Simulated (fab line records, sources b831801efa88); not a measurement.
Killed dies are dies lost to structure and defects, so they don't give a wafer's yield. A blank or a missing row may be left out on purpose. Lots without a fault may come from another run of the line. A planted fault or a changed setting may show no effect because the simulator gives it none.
Which tool did it? | flow gf180mcu | 14 lots, 42 wafers sampled, at 4 steps of a route of 602

WHAT THE GAUGES READ, wafer by wafer
GF_VT_IMPLANT_OVL_MEAS_07. Usual: VT_IMPLANT_OVL 0.6 nm, standard deviation 1.4.
lot  | measured     | on         | VT_IMPLANT_OVL (nm) | flag
L538 | day 5 13:05  | overlay-02 | -1.3 -2.6 -0.3      |
L539 | day 5 17:42  | overlay-02 | 0.1 1.5 1.1         |
L541 | day 6 07:37  | overlay-02 | 1.5 2.6 3.4         |
L543 | day 6 20:43  | overlay-02 | -0.2 0.3 -0.3       |
L548 | day 8 08:32  | overlay-02 | 2.4 2.2 1.5         |
L549 | day 8 20:08  | overlay-01 | -0.7 0.0 0.5        |
L550 | day 9 04:17  | overlay-02 | 1.2 -0.4 0.9        |
L551 | day 9 05:10  | overlay-01 | -0.3 0.9 1.2        |
L555 | day 10 07:16 | overlay-02 | 0.3 0.9 1.9         |
L556 | day 10 09:17 | overlay-02 | 1.0 0.5 1.0         |
L558 | day 10 18:16 | overlay-02 | 1.9 0.5 -1.5        |
L559 | day 10 21:18 | overlay-02 | -0.4 0.8 -0.2       |
L560 | day 11 04:57 | overlay-02 | 0.2 1.3 2.5         |
L561 | day 11 11:52 | overlay-02 | 0.5 -0.9 0.1        |

GF_HV_LDD_OVL_MEAS_32. Usual: HV_LDD_02_OVL -0.8 nm, standard deviation 1.5.
lot  | measured     | on         | HV_LDD_02_OVL (nm) | flag
L538 | day 11 12:55 | overlay-01 | -3.4 -3.2 -2.8     |
L539 | day 11 16:05 | overlay-01 | -1.1 -1.6 -2.3     |
L541 | day 12 06:55 | overlay-02 | -0.6 0.4 -0.2      |
L543 | day 13 05:43 | overlay-02 | -2.4 -1.7 -2.5     |
L548 | day 15 00:07 | overlay-01 | 2.0 0.6 2.3        |
L549 | day 15 13:34 | overlay-01 | 0.7 1.2 1.3        |
L550 | day 16 02:38 | overlay-02 | -1.3 -1.3 0.1      |
L551 | day 16 04:32 | overlay-02 | 0.7 1.5 1.1        |
L555 | day 17 12:34 | overlay-02 | -3.2 -2.2 -1.6     |
L556 | day 17 15:44 | overlay-02 | 0.5 1.8 1.1        |
L558 | day 18 01:04 | overlay-01 | 0.3 -0.7 -1.3      |
L559 | day 18 07:08 | overlay-01 | -2.4 -3.1 -2.1     |
L560 | day 18 16:34 | overlay-02 | -0.7 -0.6 -0.6     |
L561 | day 18 23:10 | overlay-01 | -1.2 -2.7 -2.3     |

GF_PSD_CD_MEAS_07: target cd 400 nm. Usual: cd_nm 399.9 nm, standard deviation 2.3.
lot  | measured     | on        | cd_nm (nm)        | flag
L538 | day 14 04:38 | cd_sem-01 | 400.6 401.3 398.5 |
L539 | day 14 08:41 | cd_sem-01 | 400.2 399.5 401.4 |
L541 | day 15 02:29 | cd_sem-01 | 398.4 397.7 398.4 |
L543 | day 16 03:21 | cd_sem-01 | 397.4 397.2 398.7 |
L548 | day 17 22:29 | cd_sem-01 | 400.7 398.5 398.1 |
L549 | day 18 15:21 | cd_sem-02 | 402.4 399.6 400.0 |
L550 | day 19 03:51 | cd_sem-01 | 401.9 401.8 400.2 |
L551 | day 19 06:53 | cd_sem-02 | 403.2 403.5 400.9 |
L555 | day 20 14:59 | cd_sem-02 | 406.2 403.8 404.1 |
L556 | day 20 19:20 | cd_sem-02 | 400.5 401.4 399.0 |
L558 | day 21 04:33 | cd_sem-02 | 395.8 396.9 398.4 |
L559 | day 21 10:16 | cd_sem-02 | 401.5 402.9 402.9 |
L560 | day 21 20:35 | cd_sem-02 | 396.1 396.8 395.6 |
L561 | day 22 01:53 | cd_sem-02 | 397.0 398.5 400.2 |

WHICH TOOL RAN EACH LOT (tool, then ch and the chambers of the sampled wafers, then the start)
lot  | GF_POLY_GATE_ETCH_13
L538 | rie_si-01 ch 0,1,2, day 9 03:52
L539 | rie_si-02 ch 1,3, day 9 07:51
L541 | rie_si-01 ch 0,2,3, day 9 21:34
L543 | rie_si-02 ch 1,2, day 10 14:54
L548 | rie_si-02 ch 0,1,2, day 12 07:21
L549 | rie_si-02 ch 2,3, day 12 20:42
L550 | rie_si-01 ch 0,1,2, day 13 07:52
L551 | rie_si-01 ch 0,1,2, day 13 09:10
L555 | rie_si-01 ch 0,1,2, day 14 15:13
L556 | rie_si-01 ch 0,1,3, day 14 19:04
L558 | rie_si-02 ch 0,2,3, day 15 03:01
L559 | rie_si-02 ch 0,2,3, day 15 08:03
L560 | rie_si-01 ch 0,1,2, day 15 17:09
L561 | rie_si-02 ch 1,3, day 16 01:15
- GF_POLY_GATE_ETCH_13: etches poly-Si in HBr/Cl2, stops on SiO2, target depth 198.5 nm, time 69.6 s.

WHAT THE TOOLS THEMSELVES READ (means of the sampled wafers that have a number; where no wafer has one, the mark that the record gives instead)
GF_POLY_GATE_ETCH_13. Usual: drypump_motor_current_A 5.9 A, standard deviation 0.47; oes_product_au 0.997 a.u., standard deviation 0.0082; throttle_valve_pct 33.683 %, standard deviation 0.0098.
lot  | tool      | drypump_motor_current_A (A) | oes_product_au (a.u.) | throttle_valve_pct (%) | flag
L538 | rie_si-01 | 5.8                         | 1.001                 | 33.690                 |
L539 | rie_si-02 | 6.5                         | 0.991                 | 33.678                 |
L541 | rie_si-01 | 5.8                         | 0.996                 | 33.683                 |
L543 | rie_si-02 | 5.9                         | 0.982                 | 33.672                 |
L548 | rie_si-02 | 5.8                         | 1.003                 | 33.686                 |
L549 | rie_si-02 | 6.2                         | 1.006                 | 33.689                 |
L550 | rie_si-01 | 5.8                         | 0.996                 | 33.680                 |
L551 | rie_si-01 | 5.8                         | 1.005                 | 33.686                 |
L555 | rie_si-01 | 5.8                         | 1.005                 | 33.681                 |
L556 | rie_si-01 | 5.9                         | 1.000                 | 33.687                 |
L558 | rie_si-02 | 5.7                         | 0.991                 | 33.698                 |
L559 | rie_si-02 | 5.7                         | 0.987                 | 33.674                 |
L560 | rie_si-01 | 5.8                         | 0.991                 | 33.683                 |
L561 | rie_si-02 | 6.5                         | 0.989                 | 33.682                 |

THE ANSWER, worked out from the rows above alone
Rule: a lot is off if the mean of its wafers that have a number lies more than 3 standard deviations from the usual mean. A lot without any number at a reading at which 4 lots or more have one is off too. The other lots that the step has rows for count as sound. The gauges are gone through in route order, then the tools' own readings, and for those a lot's mean is taken as printed above. The first step at which some lot is off is used, and at that step the reading that is off furthest; a lot without a number counts as furthest.
No lot is off at any reading shown: from this, nothing can be told.

WHAT THE SIMULATOR HAD PUT IN
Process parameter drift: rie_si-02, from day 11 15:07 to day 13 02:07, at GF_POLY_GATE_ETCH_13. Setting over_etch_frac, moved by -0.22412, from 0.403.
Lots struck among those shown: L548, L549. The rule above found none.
